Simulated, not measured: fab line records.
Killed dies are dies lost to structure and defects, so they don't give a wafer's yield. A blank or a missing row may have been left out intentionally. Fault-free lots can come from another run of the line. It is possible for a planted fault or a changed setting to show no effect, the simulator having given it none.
Shared-tool check || flow sky130 || 14 lots and 42 wafers in the sample

WHY THIS WAS OPENED
At SKY_VT_ADJUST_LVTN_TW_MEAS_10 the reading VT_ADJUST_LVTN_TW is flagged on 2 of 14 lots. No-fault wafers: 242.9, standard deviation 3.
Rule: a lot gets a flag if all its wafers with a number sit over 4 standard deviations from that mean, or if no wafer of it has a number. The other lots count as sound.

{"lot": "L330", "measured": "day 6 17:37", "on": "filmMetro-01", "VT_ADJUST_LVTN_TW, wafer by wafer": "240.0 239.5 240.1", "flag": ""}
{"lot": "L331", "measured": "day 7 03:10", "on": "filmMetro-04", "VT_ADJUST_LVTN_TW, wafer by wafer": "241.7 242.0 242.7", "flag": ""}
{"lot": "L332", "measured": "day 7 09:49", "on": "filmMetro-01", "VT_ADJUST_LVTN_TW, wafer by wafer": "239.2 239.9 239.3", "flag": ""}
{"lot": "L333", "measured": "day 7 15:46", "on": "filmMetro-01", "VT_ADJUST_LVTN_TW, wafer by wafer": "239.4 239.2 239.9", "flag": ""}
{"lot": "L334", "measured": "day 7 22:49", "on": "filmMetro-02", "VT_ADJUST_LVTN_TW, wafer by wafer": "245.8 246.8 247.3", "flag": ""}
{"lot": "L335", "measured": "day 8 02:34", "on": "filmMetro-04", "VT_ADJUST_LVTN_TW, wafer by wafer": "241.8 242.5 240.3", "flag": ""}
{"lot": "L337", "measured": "day 8 16:34", "on": "filmMetro-04", "VT_ADJUST_LVTN_TW, wafer by wafer": "241.8 241.9 243.0", "flag": ""}
{"lot": "L339", "measured": "day 9 11:12", "on": "filmMetro-04", "VT_ADJUST_LVTN_TW, wafer by wafer": "241.3 242.7 243.0", "flag": ""}
{"lot": "L341", "measured": "day 10 00:07", "on": "filmMetro-04", "VT_ADJUST_LVTN_TW, wafer by wafer": "243.3 245.3 242.6", "flag": ""}
{"lot": "L342", "measured": "day 10 02:49", "on": "filmMetro-02", "VT_ADJUST_LVTN_TW, wafer by wafer": "30.7 30.6 30.5", "flag": "FLAGGED"}
{"lot": "L343", "measured": "day 10 13:56", "on": "filmMetro-04", "VT_ADJUST_LVTN_TW, wafer by wafer": "30.2 30.2 30.5", "flag": "FLAGGED"}
{"lot": "L347", "measured": "day 11 12:31", "on": "filmMetro-02", "VT_ADJUST_LVTN_TW, wafer by wafer": "246.3 248.2 248.3", "flag": ""}
{"lot": "L352", "measured": "day 12 20:10", "on": "filmMetro-01", "VT_ADJUST_LVTN_TW, wafer by wafer": "240.1 240.6 239.6", "flag": ""}
{"lot": "L353", "measured": "day 13 03:49", "on": "filmMetro-04", "VT_ADJUST_LVTN_TW, wafer by wafer": "242.0 241.7 241.8", "flag": ""}
Average over the flagged lots: 30.4; offset from the usual -212.5, equal to -71 standard deviations.

WHICH TOOL RAN EACH LOT
The record holds 2 process steps before the reading, out of a route of 708 steps. Each cell gives the tool, then ch followed by the chambers the sampled wafers passed through, then the start.
{"lot": "L330", "flag": "", "SKY_VT_ADJUST_HVTP_STRIP_10": "plasmaAsher-03 ch 0,1, day 5 21:52", "SKY_VT_ADJUST_LVTN_STRIP_09": "plasmaAsher-03 ch 0,1, day 6 17:31"}
{"lot": "L331", "flag": "", "SKY_VT_ADJUST_HVTP_STRIP_10": "plasmaAsher-04 ch 0,1, day 6 07:34", "SKY_VT_ADJUST_LVTN_STRIP_09": "plasmaAsher-04 ch 0,1, day 7 03:04"}
{"lot": "L332", "flag": "", "SKY_VT_ADJUST_HVTP_STRIP_10": "plasmaAsher-04 ch 0,1, day 6 13:40", "SKY_VT_ADJUST_LVTN_STRIP_09": "plasmaAsher-03 ch 0,1, day 7 09:43"}
{"lot": "L333", "flag": "", "SKY_VT_ADJUST_HVTP_STRIP_10": "plasmaAsher-03 ch 0,1, day 6 19:56", "SKY_VT_ADJUST_LVTN_STRIP_09": "plasmaAsher-02 ch 0,1, day 7 15:39"}
{"lot": "L334", "flag": "", "SKY_VT_ADJUST_HVTP_STRIP_10": "plasmaAsher-01 ch 0,1, day 7 02:50", "SKY_VT_ADJUST_LVTN_STRIP_09": "plasmaAsher-03 ch 0,1, day 7 22:43"}
{"lot": "L335", "flag": "", "SKY_VT_ADJUST_HVTP_STRIP_10": "plasmaAsher-03 ch 0,1, day 7 06:41", "SKY_VT_ADJUST_LVTN_STRIP_09": "plasmaAsher-04 ch 1, day 8 02:28"}
{"lot": "L337", "flag": "", "SKY_VT_ADJUST_HVTP_STRIP_10": "plasmaAsher-03 ch 0,1, day 7 19:47", "SKY_VT_ADJUST_LVTN_STRIP_09": "plasmaAsher-02 ch 0,1, day 8 16:28"}
{"lot": "L339", "flag": "", "SKY_VT_ADJUST_HVTP_STRIP_10": "plasmaAsher-04 ch 0,1, day 8 13:14", "SKY_VT_ADJUST_LVTN_STRIP_09": "plasmaAsher-04 ch 0,1, day 9 11:06"}
{"lot": "L341", "flag": "", "SKY_VT_ADJUST_HVTP_STRIP_10": "plasmaAsher-01 ch 0,1, day 9 01:20", "SKY_VT_ADJUST_LVTN_STRIP_09": "plasmaAsher-04 ch 0, day 10 00:01"}
{"lot": "L342", "flag": "FLAGGED", "SKY_VT_ADJUST_HVTP_STRIP_10": "plasmaAsher-03 ch 0,1, day 9 04:44", "SKY_VT_ADJUST_LVTN_STRIP_09": "plasmaAsher-03 ch 0,1, day 10 02:42"}
{"lot": "L343", "flag": "FLAGGED", "SKY_VT_ADJUST_HVTP_STRIP_10": "plasmaAsher-03 ch 0,1, day 9 14:55", "SKY_VT_ADJUST_LVTN_STRIP_09": "plasmaAsher-04 ch 0,1, day 10 13:50"}
{"lot": "L347", "flag": "", "SKY_VT_ADJUST_HVTP_STRIP_10": "plasmaAsher-03 ch 0,1, day 10 13:13", "SKY_VT_ADJUST_LVTN_STRIP_09": "plasmaAsher-03 ch 0,1, day 11 12:25"}
{"lot": "L352", "flag": "", "SKY_VT_ADJUST_HVTP_STRIP_10": "plasmaAsher-01 ch 0,1, day 11 20:17", "SKY_VT_ADJUST_LVTN_STRIP_09": "plasmaAsher-04 ch 0,1, day 12 20:04"}
{"lot": "L353", "flag": "", "SKY_VT_ADJUST_HVTP_STRIP_10": "plasmaAsher-01 ch 0,1, day 12 02:38", "SKY_VT_ADJUST_LVTN_STRIP_09": "plasmaAsher-04 ch 1, day 13 03:43"}
What the steps here do:
- SKY_VT_ADJUST_HVTP_STRIP_10: strips in O2/N2.
- SKY_VT_ADJUST_LVTN_STRIP_09: strips in O2/N2.
- SKY_VT_ADJUST_LVTN_TW_MEAS_10

FLAGGED OVER TOTAL, TOOL BY TOOL (the gauges that took the reading come last)
{"step": "SKY_VT_ADJUST_HVTP_STRIP_10", "tool": "plasmaAsher-01", "lots run": 4, "flagged": 0, "share of the flagged lots": "none", "sound lots run after its first flagged lot": "-"}
{"step": "SKY_VT_ADJUST_HVTP_STRIP_10", "tool": "plasmaAsher-03", "lots run": 7, "flagged": 2, "share of the flagged lots": "all", "sound lots run after its first flagged lot": "1 (L347)"}
{"step": "SKY_VT_ADJUST_HVTP_STRIP_10", "tool": "plasmaAsher-04", "lots run": 3, "flagged": 0, "share of the flagged lots": "none", "sound lots run after its first flagged lot": "-"}
{"step": "SKY_VT_ADJUST_LVTN_STRIP_09", "tool": "plasmaAsher-02", "lots run": 2, "flagged": 0, "share of the flagged lots": "none", "sound lots run after its first flagged lot": "-"}
{"step": "SKY_VT_ADJUST_LVTN_STRIP_09", "tool": "plasmaAsher-03", "lots run": 5, "flagged": 1, "share of the flagged lots": "some", "sound lots run after its first flagged lot": "1 (L347)"}
{"step": "SKY_VT_ADJUST_LVTN_STRIP_09", "tool": "plasmaAsher-04", "lots run": 7, "flagged": 1, "share of the flagged lots": "some", "sound lots run after its first flagged lot": "2 (L352,L353)"}
{"step": "SKY_VT_ADJUST_LVTN_TW_MEAS_10", "tool": "filmMetro-01", "lots run": 4, "flagged": 0, "share of the flagged lots": "none", "sound lots run after its first flagged lot": "-"}
{"step": "SKY_VT_ADJUST_LVTN_TW_MEAS_10", "tool": "filmMetro-02", "lots run": 3, "flagged": 1, "share of the flagged lots": "some", "sound lots run after its first flagged lot": "1 (L347)"}
{"step": "SKY_VT_ADJUST_LVTN_TW_MEAS_10", "tool": "filmMetro-04", "lots run": 7, "flagged": 1, "share of the flagged lots": "some", "sound lots run after its first flagged lot": "1 (L353)"}

WHAT THE TABLE PERMITS
1 row of the table ran every flagged lot: plasmaAsher-03 at SKY_VT_ADJUST_HVTP_STRIP_10.
- plasmaAsher-03 at SKY_VT_ADJUST_HVTP_STRIP_10 ran 7 lots, 2 of them flagged. Sound lots ran on it after the first flagged one (L347), which a lasting fault on the whole tool wouldn't allow. On the flagged lots its readings are blank where sound lots have values: chamberPressureMTorr, drypumpMotorCurrentA, oesProductAu, stripTimeToEndpointS.
Not one row of the table ran every flagged lot while running no sound lot after the first.

WHAT HAD BEEN PUT IN BY THE SIMULATOR
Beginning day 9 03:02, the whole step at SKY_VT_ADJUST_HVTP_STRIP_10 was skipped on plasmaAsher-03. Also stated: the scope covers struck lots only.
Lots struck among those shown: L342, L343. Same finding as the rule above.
